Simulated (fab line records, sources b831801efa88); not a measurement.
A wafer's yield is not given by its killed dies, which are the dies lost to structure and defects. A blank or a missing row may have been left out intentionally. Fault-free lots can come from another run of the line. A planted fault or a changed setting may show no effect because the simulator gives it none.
The tool behind it: which one? | flow gf180mcu | Sampling: 14 lots, 42 wafers, 3 of 602 route steps

== WHAT THE GAUGES SHOWED, per wafer ==
GF_V5_RS_MEAS_24: the measuring method here is four-point-probe. Usual: V5_W_RS gives 0.326 ohm/sq (standard deviation 0.0032).
lot  | measured     | on            | V5_W_RS (ohm/sq)  | flag
L217 | day 27 01:38 | film metro-01 | 0.321 0.328 0.326 |
L218 | day 27 14:26 | film metro-01 | 0.318 0.321 0.326 |
L219 | day 27 20:29 | film metro-03 | 0.323 0.325 0.321 |
L220 | day 28 02:55 | film metro-03 | 0.322 0.324 0.322 |
L221 | day 28 04:47 | film metro-01 | 0.327 0.323 0.320 |
L230 | day 31 09:26 | film metro-01 | 0.327 0.327 0.328 |
L231 | day 31 16:04 | film metro-01 | 0.327 0.328 0.331 |
L233 | day 31 23:43 | film metro-03 | 0.326 0.326 0.326 |
L234 | day 32 09:08 | film metro-01 | 0.327 0.325 0.328 |
L235 | day 32 16:35 | film metro-01 | 0.329 0.330 0.329 |
L236 | day 32 20:08 | film metro-02 | 0.331 0.333 0.333 |
L237 | day 33 05:20 | film metro-01 | 0.326 0.326 0.329 |
L239 | day 33 08:04 | film metro-02 | 0.327 0.328 0.327 |
L240 | day 33 11:27 | film metro-02 | 0.330 0.326 0.325 |

== TOOL THAT RAN EACH LOT (tool first, then ch and the chambers of the sampled wafers, then the start) ==
lot  | GF_V5_CVD_02                    | GF_V5_CMP_04
L217 | pecvd-01 ch 0,1,2, day 26 03:25 | cmp-02 ch 0,1,2, day 26 03:41
L218 | pecvd-04 ch 0,1, day 26 15:47   | cmp-01 ch 0,2,3, day 26 16:02
L219 | pecvd-04 ch 0,1, day 26 22:32   | cmp-02 ch 0,1,3, day 26 22:45
L220 | pecvd-01 ch 0,1,2, day 27 04:53 | cmp-01 ch 0,2,3, day 27 05:06
L221 | pecvd-03 ch 0,1,2, day 27 07:51 | cmp-02 ch 0,2, day 27 08:01
L230 | pecvd-04 ch 1,2, day 30 14:41   | cmp-02 ch 1,2,3, day 30 14:55
L231 | pecvd-03 ch 0,1,2, day 30 21:11 | cmp-01 ch 0,2,3, day 30 21:22
L233 | pecvd-04 ch 0,1, day 31 04:59   | cmp-01 ch 0,1,2, day 31 05:10
L234 | pecvd-03 ch 0,1,2, day 31 14:44 | cmp-01 ch 0,1,2, day 31 14:58
L235 | pecvd-03 ch 1,2, day 31 22:43   | cmp-02 ch 0,1,3, day 31 22:55
L236 | pecvd-01 ch 0,1,2, day 32 02:18 | cmp-02 ch 0,2,3, day 32 02:34
L237 | pecvd-01 ch 0,1, day 32 11:05   | cmp-01 ch 1,2,3, day 32 11:21
L239 | pecvd-04 ch 0,1,2, day 32 14:35 | cmp-01 ch 1,2, day 32 14:44
L240 | pecvd-03 ch 0,1,2, day 32 17:35 | cmp-02 ch 0,3, day 32 17:45
- GF_V5_CVD_02: deposits SiO2 from TEOS, target thk 1450 nm, time 163.28 s.
- GF_V5_CMP_04: polishes SiO2.

== AS READ BY THE TOOLS THEMSELVES (means over the sampled wafers that have a number; for cases with no such wafer, the mark the record gives instead) ==
GF_V5_CVD_02. Usual: heater power outer w 400 W, standard deviation 77; heater power w 682 W, standard deviation 99.
lot  | tool     | heater power outer w (W) | heater power w (W) | flag
L217 | pecvd-01 | 363                      | 635                |
L218 | pecvd-04 | 420                      | 745                |
L219 | pecvd-04 | 362                      | 665                |
L220 | pecvd-01 | 379                      | 669                |
L221 | pecvd-03 | 405                      | 655                |
L230 | pecvd-04 | 391                      | 693                |
L231 | pecvd-03 | 435                      | 692                |
L233 | pecvd-04 | 420                      | 741                |
L234 | pecvd-03 | 389                      | 641                |
L235 | pecvd-03 | 477                      | 735                |
L236 | pecvd-01 | 418                      | 701                |
L237 | pecvd-01 | 350                      | 618                |
L239 | pecvd-04 | 380                      | 683                |
L240 | pecvd-03 | 448                      | 706                |

GF_V5_CMP_04. Usual: motor current A reads 11.9 A (standard deviation 1.1).
lot  | tool   | motor current A (A) | flag
L217 | cmp-02 | 11.9                |
L218 | cmp-01 | 12.4                |
L219 | cmp-02 | 12.0                |
L220 | cmp-01 | 11.9                |
L221 | cmp-02 | 11.6                |
L230 | cmp-02 | 11.5                |
L231 | cmp-01 | 12.4                |
L233 | cmp-01 | 11.7                |
L234 | cmp-01 | 11.9                |
L235 | cmp-02 | 12.3                |
L236 | cmp-02 | 11.5                |
L237 | cmp-01 | 12.2                |
L239 | cmp-01 | 12.2                |
L240 | cmp-02 | 12.4                |

== THE ANSWER, worked out from the rows above alone ==
Rule: a lot counts as off when the mean over its wafers that have a number is more than 3 standard deviations away from the usual mean. A lot without any number at a reading at which 4 lots or more have one is off too. Where the step has rows for the other lots, those lots are counted as sound. After the gauges, taken in route order, come the tools' own readings; for these a lot's mean is taken, as printed above. The first step at which some lot is off is used, and at that step the reading that is off furthest; a lot without a number counts as furthest.
None of the lots is off at any reading shown; this tells nothing.

== WHAT THE SIMULATOR HAD INSERTED ==
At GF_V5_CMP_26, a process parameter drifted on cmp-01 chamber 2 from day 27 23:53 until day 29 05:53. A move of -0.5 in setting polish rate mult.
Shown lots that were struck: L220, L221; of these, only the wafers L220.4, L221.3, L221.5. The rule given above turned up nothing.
